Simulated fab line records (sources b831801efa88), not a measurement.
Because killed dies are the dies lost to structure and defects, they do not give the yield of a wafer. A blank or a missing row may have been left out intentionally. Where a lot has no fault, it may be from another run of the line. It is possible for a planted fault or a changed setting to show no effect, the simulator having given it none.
The tool behind it: which one? + flow sfq line + route of 325 steps, sampled at 1 step: 14 lots, 42 wafers

== WHAT THE GAUGES SHOWED, per wafer ==
The record lacks any reading of a measuring or inspecting step that a usual standard deviation could be used to judge.

== EACH LOT AND THE TOOL THAT RAN IT (in order: tool; ch and the chambers of the sampled wafers; start) ==
| lot  | SFQ_TRILAYER_I5_LITHO_PEB_147     |
|------|-----------------------------------|
| L311 | litho track-01 ch 0, day 67 16:05 |
| L312 | litho track-01 ch 0, day 67 20:52 |
| L315 | litho track-01 ch 0, day 68 02:52 |
| L316 | litho track-01 ch 0, day 68 04:07 |
| L317 | litho track-03 ch 0, day 68 10:05 |
| L318 | litho track-03 ch 0, day 68 11:17 |
| L319 | litho track-03, day 68 16:02      |
| L320 | litho track-03, day 68 17:17      |
| L323 | litho track-02 ch 0, day 69 17:16 |
| L325 | litho track-02 ch 0, day 70 01:40 |
| L326 | litho track-03 ch 0, day 70 10:02 |
| L330 | litho track-02 ch 0, day 71 04:29 |
| L331 | litho track-03 ch 0, day 71 06:53 |
| L333 | litho track-02 ch 0, day 71 22:28 |
- SFQ_TRILAYER_I5_LITHO_PEB_147: peb time 60 s.

== WHAT THE TOOLS THEMSELVES READ (means of the sampled wafers that have a number; where no wafer has one, the mark that the record gives instead) ==
SFQ_TRILAYER_I5_LITHO_PEB_147. Usual: chill plate temp C 22.99 C, standard deviation 0.096; exhaust pa 45.1 Pa, standard deviation 0.95.
| lot  | tool           | chill plate temp C (C) | exhaust pa (Pa) | flag |
|------|----------------|------------------------|-----------------|------|
| L311 | litho track-01 | 22.99                  | 45.3            |      |
| L312 | litho track-01 | 23.05                  | 47.2            |      |
| L315 | litho track-01 | 22.94                  | 45.4            |      |
| L316 | litho track-01 | 23.02                  | 45.0            |      |
| L317 | litho track-03 | 23.08                  | 43.7            |      |
| L318 | litho track-03 | 22.91                  | 45.4            |      |
| L319 | litho track-03 | -                      | -               | OFF  |
| L320 | litho track-03 | -                      | -               | OFF  |
| L323 | litho track-02 | 22.96                  | 45.2            |      |
| L325 | litho track-02 | 22.99                  | 45.9            |      |
| L326 | litho track-03 | 22.92                  | 44.9            |      |
| L330 | litho track-02 | 22.89                  | 45.4            |      |
| L331 | litho track-03 | 23.05                  | 43.8            |      |
| L333 | litho track-02 | 22.99                  | 45.7            |      |

== THE ANSWER, worked out from the rows above alone ==
Rule: a lot counts as off when the mean over its wafers that have a number is more than 3 standard deviations away from the usual mean. Also off: a lot with no number at a reading for which 4 or more lots have one. All remaining lots with rows at the step are treated as sound. The gauges are gone through in route order, then the tools' own readings, and for those a lot's mean is taken as printed above. At the first step where some lot is off, the reading lying furthest off is the one used; lots without a number count as furthest.
Off: L319, L320 (SFQ_TRILAYER_I5_LITHO_PEB_147, chill plate temp C). Without a number there: L319, L320.
If a tool, at that step or one of the process steps before it, ran each lot that is off and ran no sound lot following the first of them, it fits. Of those tried, none fits.

== WHAT HAD BEEN PUT IN BY THE SIMULATOR ==
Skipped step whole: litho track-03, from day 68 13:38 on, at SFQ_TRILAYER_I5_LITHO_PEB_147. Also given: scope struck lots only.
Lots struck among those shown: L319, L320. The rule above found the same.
